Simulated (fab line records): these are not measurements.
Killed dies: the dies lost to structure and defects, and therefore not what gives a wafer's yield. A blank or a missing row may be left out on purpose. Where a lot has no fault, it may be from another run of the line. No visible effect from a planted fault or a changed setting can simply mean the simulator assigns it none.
Code-filled problem report in 8D (eight disciplines) form ; flow sky130 ; the parts of the form that need people (team, actions taken, sign-off) are left out

1. PROBLEM STATEMENT
Mean VT_ADJUST_HVTR_TW at SKY_VT_ADJUST_HVTR_TW_MEAS_11: 189.3 over 9 wafers in 3 lots; fault-free wafers: 209.6, standard deviation 2.4. Relative to the usual mean, that is a shift of -8.5 standard deviations.
Earliest sighting: wafer L682.1 on film_metro-02 at day 13 05:02. Wafers with a number at this step in the record: 36, from 12 lots. By rule, "out" or "out of limits" means more than 4 standard deviations away from the usual mean. All remaining wafers that have a number are taken as sound.

2. WHAT IT IS; WHAT IT IS NOT
question;is;is not
which readings at this step;VT_ADJUST_HVTR_TW;-
which lots;L682, L683, L684;L672, L674, L675, L676, L677, L688, L690, L692, L693
which wafers of those lots;all that have a number;-
read on which gauges;film_metro-02, film_metro-03, film_metro-04;-
when;from day 13 05:02;"up to then (15 sound wafers); but 12 sound wafers of L688, L690, L692, L693 came after"

3. WHAT RULES OUT EACH SUSPECT
Counting: a tool at any process step up to the reading remains a suspect when it ran all the lots that are out and ran no sound lot after the first of those.
- ruled out: the gauge at SKY_VT_ADJUST_HVTR_TW_MEAS_11. The wafers that are out were read on 3 gauges (film_metro-02, film_metro-03, film_metro-04).
- implanter-01 at SKY_VT_ADJUST_HVTR_IMPLANT_09: ruled out as a lasting fault. Following L682 (day 13 04:47), the first lot on it that is out, the sound lots L692 were run on it.
Left after counting: nothing in the record.

4. THE CAUSE (what the simulator had put in)
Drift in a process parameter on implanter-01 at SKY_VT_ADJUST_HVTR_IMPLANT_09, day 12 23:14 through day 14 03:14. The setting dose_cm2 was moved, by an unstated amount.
Counting ruled it out, wrongly: the rule takes a fault to strike every lot that its tool runs from its start on, and this one did not.

5. THE CHAIN OF EFFECTS, in route order
One row per reading whose mean, taken over the struck wafers that have a number, lies over 3 standard deviations from the usual. Scope: only readings with a usual standard deviation given in the record; hours: median across lots of the time from each lot's start at the first step in this table that gives one to its start at this step; sigmas: change in usual standard deviations.
hours;step;reading;usual;on struck wafers;change;sigmas
0;SKY_VT_ADJUST_HVTR_IMPLANT_09;dose_ions_cm2;2.1005e+12;1.4776e+12;-6.2292e+11;-99 or more
0;SKY_VT_ADJUST_HVTR_IMPLANT_09;faraday_current_uA;11.81;8.31;-3.50;-17
0;SKY_VT_ADJUST_HVTR_TW_MEAS_11;VT_ADJUST_HVTR_TW;209.6;189.3;-20.3;-8.5
Its process steps:
- SKY_VT_ADJUST_HVTR_IMPLANT_09

6. WHAT WOULD HAVE CAUGHT IT SOONER
In this record the first reading out of limits at a measuring or inspecting step was taken at day 13 05:02, 6 hours after the fault began at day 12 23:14.
Tool's own readings at SKY_VT_ADJUST_HVTR_IMPLANT_09, dose_ions_cm2, faraday_current_uA: out on all struck wafers the step has rows for; an alarm limit on them would have tripped on the first.
